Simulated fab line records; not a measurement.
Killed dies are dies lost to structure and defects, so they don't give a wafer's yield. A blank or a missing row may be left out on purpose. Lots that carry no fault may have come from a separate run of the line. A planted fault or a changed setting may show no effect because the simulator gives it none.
The same fault as seen by 2 desks :: flow gf180mcu :: each desk has only its own numbers; what lay behind them comes last

FROM THE METROLOGY DESK
What the gauges read, lot by lot, whatever tool the lot ran on: means of the sampled wafers that have a number. Marked OUT: a lot whose mean sits more than 4 standard deviations from the usual mean, which makes it out of limits; the brackets give that distance.
Columns: A = V4_W_THK at GF_V4_THK_MEAS_25, usual 362 nm
lot: L444
first seen here: day 24 09:59
A: 360

lot: L445
first seen here: day 24 12:30
A: 364

lot: L449
first seen here: day 25 21:23
A: 369

lot: L450
first seen here: day 26 08:10
A: 360

lot: L451
first seen here: day 26 22:00
A: 368

lot: L453
first seen here: day 27 09:29
A: 358

lot: L455
first seen here: day 28 09:02
A: 365

lot: L456
first seen here: day 28 14:49
A: 354

lot: L461
first seen here: day 29 22:26
A: 354

lot: L462
first seen here: day 29 23:23
A: 364

lot: L465
first seen here: day 31 04:04
A: 359

lot: L466
first seen here: day 31 04:46
A: 352

lot: L467
first seen here: day 31 13:34
A: 369
This desk's finding: nothing out of limits on any of the 13 lots.

TOOL OWNER'S DESK, pecvd-02
The tool's own readings at GF_V4_CVD_02 (deposits SiO2 from TEOS, target thk 850 nm, time 94.851 s): means of the sampled wafers that have a number, for each lot that ran on this tool. Marked OUT: a lot whose mean sits more than 4 standard deviations from the usual mean, which makes it out of limits; the brackets give that distance.
Columns: A = heater-power-w at GF_V4_CVD_02, usual 651 W; B = rf-fwd-power-W at GF_V4_CVD_02, usual 595.9 W
lot: L444
first seen here: day 23 09:31
A: 693
B: 596.6

lot: L449
first seen here: day 24 23:07
A: 652
B: 597.0

lot: L450
first seen here: day 25 09:43
A: 648
B: 595.3

lot: L455
first seen here: day 27 11:59
A: 631
B: 691.1 (+43) OUT

lot: L456
first seen here: day 27 16:59
A: 679
B: 691.2 (+43) OUT

lot: L466
first seen here: day 30 09:08
A: 710
B: 594.0

lot: L467
first seen here: day 30 17:28
A: 685
B: 595.4
This desk's finding: out of limits on L455, L456; first on L455, day 27 11:59 (rf-fwd-power-W at GF_V4_CVD_02). L444, L449, L450, L466, L467: within limits.

PUT TOGETHER
On L455, L456, at day 27 11:59, an alarm was possible from the tool owner's desk.
From the metrology desk's view, nothing was out of limits.
The metrology desk has L455, L456 on record, within its limits.
All the named lots went through GF_V4_CVD_02 on pecvd-02.

WHAT WAS PUT IN BY THE SIMULATOR
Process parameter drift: pecvd-02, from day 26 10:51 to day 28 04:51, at GF_V4_CVD_02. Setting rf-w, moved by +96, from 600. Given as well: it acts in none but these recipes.
Shown lots that were struck: L455, L456.
How many hours passed from the start of the fault until each desk's first out-of-limits reading: the tool owner's desk, 25.
